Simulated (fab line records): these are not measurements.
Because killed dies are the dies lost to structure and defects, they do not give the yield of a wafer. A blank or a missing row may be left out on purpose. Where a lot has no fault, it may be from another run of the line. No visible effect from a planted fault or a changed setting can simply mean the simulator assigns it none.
fab line records | flow sky130
record lots=6 | wafers=18 | last_day=50
route steps=708 shown VT_ADJUST_LVTN@111 VT_ADJUST_NCORE@119
lots untouched by any fault: they come from a run of this same line in which no faults occurred
start_h: start of the lot's first displayed wafer, in hours after the record's first day | wait_h: hours from the lot's prior step to this one | " same as the row above | L1.1+2: a row that stands for several wafers | - value missing, or start not given | * or withheld: withheld | < > ~ a bound
route shown NAME@n: names a module that has steps shown in the file, with the first one's number in the route | usual: the fault-free wafers' mean and standard deviation | same: alike in all rows | chamber/n: place in a boat | sites: readings site by site | _std_site: standard deviation across them | _edge_site: mean of outer sites minus mean of inner sites | radius_mm: for every site, how far away it sits from the centre of the wafer | mask NAME#n: copy n | behind: tool/chamber where the wafer was last shaped | hold: why the lot went on hold/how many hours it stayed there/how the hold came to an end | device: transistor that didn't switch, given as n, p or np | end of line: the route-end tests of the same wafers | step lacking rows: just its recipe | killed: the dies lost at the first sort to structure and to defects; this is not the yield of the wafer | map: a wafer's dies, marking killed ones x, the rest . and places with no die _
set.NAME: the run value of the setting; set.NAME@STEP: its run value at that earlier step | model.NAME: the simulator's own value behind a step, which no gauge read
lots seen at some steps along the route; tables by step, rows by wafer
services: when a tool's chamber went out of use (start_h, in hours from the record's first day, below 0 if earlier), for how many hours, and the reason
## steps
# step SKY_VT_ADJUST_LVTN_SOFTBAKE_14
# recipe temp_c=90 | time_s=60 | resist=NOVOLAK
# step SKY_VT_ADJUST_LVTN_EXPOSE_15
# recipe mask_id=HVN_STD_DERIVED | na=0.6 | source_shape=conventional | sigma_outer=0.6 | polarization=unpolarized | target_cd_nm=600 | dose_mj=163
# step SKY_VT_ADJUST_LVTN_PEB_16
# recipe temp_c=withheld | time_s=* | resist=NOVOLAK
# step SKY_VT_ADJUST_LVTN_DEVELOP_17
# recipe resist=NOVOLAK | developer=TMAH | develop_time_s=60 | dev_temp_c=23
# step SKY_VT_ADJUST_LVTN_OVL_MEAS_18
# usual VT_ADJUST_LVTN_01_OVL=0.4/1.6
lot.wafer | tool       | chamber | start_h | wait_h | VT_ADJUST_LVTN_01_OVL[nm]
L477.1    | overlay-01 | -       | 179.36  | 0.1    | -0.2
L477.3    | "          | -       | "       | "      | -0.6
L477.5    | "          | -       | "       | "      | 0.4
L483.1    | overlay-02 | -       | 221.92  | 0.1    | 2.1
L483.2    | "          | -       | "       | "      | 1.9
L483.3    | "          | -       | "       | "      | 1.1
L484.1    | overlay-01 | -       | 226.96  | 0.1    | -1.3
L484.3    | "          | -       | "       | "      | -3.2
L484.5    | "          | -       | "       | "      | -2.0
L491.1    | overlay-02 | -       | 273.36  | 0.1    | -2.6
L491.4    | "          | -       | "       | "      | -1.4
L491.5    | "          | -       | "       | "      | -1.4
L492.2    | overlay-02 | -       | 276.52  | 0.1    | -0.3
L492.5    | "          | -       | "       | "      | -2.1
L492.6    | "          | -       | "       | "      | 0.6
L496.1    | overlay-02 | -       | 311.33  | 0.1    | 0.6
L496.3    | "          | -       | "       | "      | 0.5
L496.6    | "          | -       | "       | "      | 0.5
# step SKY_VT_ADJUST_LVTN_IMPLANT_19
# recipe species=B | energy_kev=30 | dose_cm2=6.5e+11 | tilt_deg=withheld
# step SKY_VT_ADJUST_LVTN_STRIP_20
# recipe chemistry=O2/N2 | power_w=1400 | pressure_mtorr=1500 | platen_temp_c=withheld | o2_flow_sccm=3000 | n2_flow_sccm=300 | overash_fraction=0.5
# usual drypump_motor_current_A=5.8/0.39 | oes_product_au=0.715/0.0045 | strip_time_to_endpoint_s=14.18/0.042
lot.wafer | tool            | chamber | start_h | wait_h | drypump_motor_current_A | oes_product_au | rf_hours_counter_h | strip_time_to_endpoint_s
L477.1    | plasma_asher-04 | 1       | 179.55  | 0.1    | 5.7                     | 0.717          | 50                 | 14.17
L477.3    | "               | 0       | "       | "      | 5.9                     | 0.719          | -                  | 14.19
L477.5    | "               | 1       | "       | "      | 5.7                     | 0.721          | -                  | 14.18
L483.1    | plasma_asher-04 | 0       | 222.10  | 0.1    | 5.9                     | 0.714          | 54                 | 14.15
L483.2    | "               | 1       | "       | "      | 5.8                     | 0.712          | 54                 | 14.20
L483.3    | "               | 0       | "       | "      | 6.0                     | 0.725          | -                  | 14.18
L484.1    | plasma_asher-03 | 1       | 227.15  | 0.1    | 6.3                     | 0.713          | 11                 | 14.20
L484.3    | "               | 1       | "       | "      | 6.3                     | 0.720          | -                  | 14.20
L484.5    | "               | 1       | "       | "      | 6.3                     | 0.710          | -                  | 14.21
L491.1    | plasma_asher-03 | 1       | 273.55  | 0.1    | 6.3                     | 0.714          | 16                 | 14.20
L491.4    | "               | 0       | "       | "      | 5.2                     | 0.712          | -                  | 14.24
L491.5    | "               | 0       | "       | "      | 5.2                     | 0.717          | -                  | 14.21
L492.2    | plasma_asher-04 | 1       | 276.70  | 0.1    | 5.7                     | 0.719          | 59                 | 14.15
L492.5    | "               | 0       | "       | "      | 5.9                     | 0.718          | -                  | 14.19
L492.6    | "               | 1       | "       | "      | 5.7                     | 0.714          | -                  | 14.18
L496.1    | plasma_asher-04 | 1       | 311.52  | 0.1    | 5.7                     | 0.712          | 62                 | 14.15
L496.3    | "               | 1       | "       | "      | 5.7                     | 0.714          | -                  | 14.19
L496.6    | "               | 1       | "       | "      | 5.8                     | 0.723          | -                  | 14.15
# step SKY_VT_ADJUST_LVTN_TW_MEAS_21
# usual VT_ADJUST_LVTN_2_TW=189.1/1.4
lot.wafer | tool          | chamber | start_h | wait_h | VT_ADJUST_LVTN_2_TW
L477.1    | film_metro-03 | -       | 179.65  | 0.1    | 191.0
L477.3    | "             | -       | "       | "      | 191.6
L477.5    | "             | -       | "       | "      | 191.0
L483.1    | film_metro-03 | -       | 222.20  | 0.1    | 187.6
L483.2    | "             | -       | "       | "      | 189.2
L483.3    | "             | -       | "       | "      | 189.0
L484.1    | film_metro-03 | -       | 227.25  | 0.1    | 189.0
L484.3    | "             | -       | "       | "      | 188.3
L484.5    | "             | -       | "       | "      | 188.7
L491.1    | film_metro-03 | -       | 273.65  | 0.1    | 190.8
L491.4    | "             | -       | "       | "      | 190.1
L491.5    | "             | -       | "       | "      | 190.7
L492.2    | film_metro-02 | -       | 276.81  | 0.1    | 189.1
L492.5    | "             | -       | "       | "      | 188.9
L492.6    | "             | -       | "       | "      | 188.2
L496.1    | film_metro-02 | -       | 311.62  | 0.1    | 189.0
L496.3    | "             | -       | "       | "      | 189.9
L496.6    | "             | -       | "       | "      | 188.3
# step SKY_VT_ADJUST_NCORE_DEHYDRATE_00
# recipe temp_c=200 | time_s=60
# step SKY_VT_ADJUST_NCORE_HMDS_01
# recipe prime_time_s=60 | prime_temp_c=120
# step SKY_VT_ADJUST_NCORE_COAT_02
# recipe resist=NOVOLAK | spin_rpm=3000 | resist_thk_nm=1140
# step SKY_VT_ADJUST_NCORE_SOFTBAKE_03
# recipe temp_c=90 | time_s=60 | resist=NOVOLAK
# step SKY_VT_ADJUST_NCORE_EXPOSE_04
# recipe mask_id=LVTN_COMPLEMENT_THIN | na=0.6 | source_shape=conventional | sigma_outer=0.6 | polarization=unpolarized | target_cd_nm=380 | dose_mj=139
# usual exposure_dose_mJ_cm2=138.99/0.13 | focus_offset_nm=0.0/0.52 | na=0.6/0
lot.wafer | tool             | chamber | start_h | wait_h | mask                   | exposure_dose_mJ_cm2 | focus_offset_nm | na
L477.1    | iline_stepper-02 | 0       | 190.08  | -      | LVTN_COMPLEMENT_THIN#0 | 138.99               | 0.2             | 0.6
L477.3    | "                | 0       | "       | "      | LVTN_COMPLEMENT_THIN#0 | 139.04               | -0.3            | 0.6
L477.5    | "                | 0       | "       | "      | LVTN_COMPLEMENT_THIN#0 | 139.01               | -0.3            | 0.6
L483.1    | iline_stepper-01 | -       | 233.78  | -      | LVTN_COMPLEMENT_THIN#0 | -                    | -               | -
L483.2    | "                | -       | "       | "      | LVTN_COMPLEMENT_THIN#0 | -                    | -               | -
L483.3    | "                | -       | "       | "      | LVTN_COMPLEMENT_THIN#0 | -                    | -               | -
L484.1    | iline_stepper-01 | -       | 239.51  | -      | LVTN_COMPLEMENT_THIN#0 | -                    | -               | -
L484.3    | "                | -       | "       | "      | LVTN_COMPLEMENT_THIN#0 | -                    | -               | -
L484.5    | "                | -       | "       | "      | LVTN_COMPLEMENT_THIN#0 | -                    | -               | -
L491.1    | iline_stepper-01 | 0       | 285.51  | -      | LVTN_COMPLEMENT_THIN#0 | 138.84               | 0.0             | 0.6
L491.4    | "                | 0       | "       | "      | LVTN_COMPLEMENT_THIN#0 | 139.03               | 0.2             | 0.6
L491.5    | "                | 0       | "       | "      | LVTN_COMPLEMENT_THIN#0 | 138.70               | 0.5             | 0.6
L492.2    | iline_stepper-02 | 0       | 290.21  | -      | LVTN_COMPLEMENT_THIN#0 | 138.89               | -0.4            | 0.6
L492.5    | "                | 0       | "       | "      | LVTN_COMPLEMENT_THIN#0 | 138.94               | 0.2             | 0.6
L492.6    | "                | 0       | "       | "      | LVTN_COMPLEMENT_THIN#0 | 138.96               | -1.1            | 0.6
L496.1    | iline_stepper-01 | 0       | 324.86  | -      | LVTN_COMPLEMENT_THIN#0 | 138.96               | -0.1            | 0.6
L496.3    | "                | 0       | "       | "      | LVTN_COMPLEMENT_THIN#0 | 138.91               | 0.8             | 0.6
L496.6    | "                | 0       | "       | "      | LVTN_COMPLEMENT_THIN#0 | 139.00               | 0.6             | 0.6
# step SKY_VT_ADJUST_NCORE_PEB_05
# recipe temp_c=withheld | time_s=* | resist=NOVOLAK
## services
tool             | chamber | start_h | hours | kind
iline_stepper-02 | 0       | 158.54  | -     | calibration
iline_stepper-01 | 0       | 194.12  | -     | calibration
iline_stepper-02 | -       | 205.57  | 1.6   | repair
iline_stepper-01 | -       | 210.57  | 1.7   | pm
iline_stepper-01 | -       | 219.16  | 8.9   | repair
plasma_asher-04  | -       | 241.92  | 9.0   | repair
plasma_asher-04  | -       | 304.45  | 1.4   | repair
plasma_asher-04  | -       | 321.44  | 1.1   | repair
## key
first_sign step=SKY_VT_ADJUST_NCORE_EXPOSE_04 | reading=tool_record | direction=missing
effect none on later readings
met_at SKY_VT_ADJUST_NCORE_EXPOSE_04
struck_wafers L483.1,L483.2,L483.3,L484.1,L484.3,L484.5
sort_left_out L483.1,L483.2,L483.3,L484.1,L484.3,L484.5
tester_left_out L483,L484
fault kind=skipped_step_whole | tool=iline_stepper-01 | chamber=- | onset_h=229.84 | steps=SKY_VT_ADJUST_NCORE_EXPOSE_04 | scope=struck_lots_only
# tester_left_out: of these lots the tester's yield and bins aren't shown, on N5 and GAA mostly nor the transistor test; their killed dies are dies lost to structure and defects alone, not to doping, threshold or leakage, so they don't give the yield
# sort_left_out: the simulated sort isn't trusted on such a fault, so these wafers' sort isn't shown, and their yield isn't known
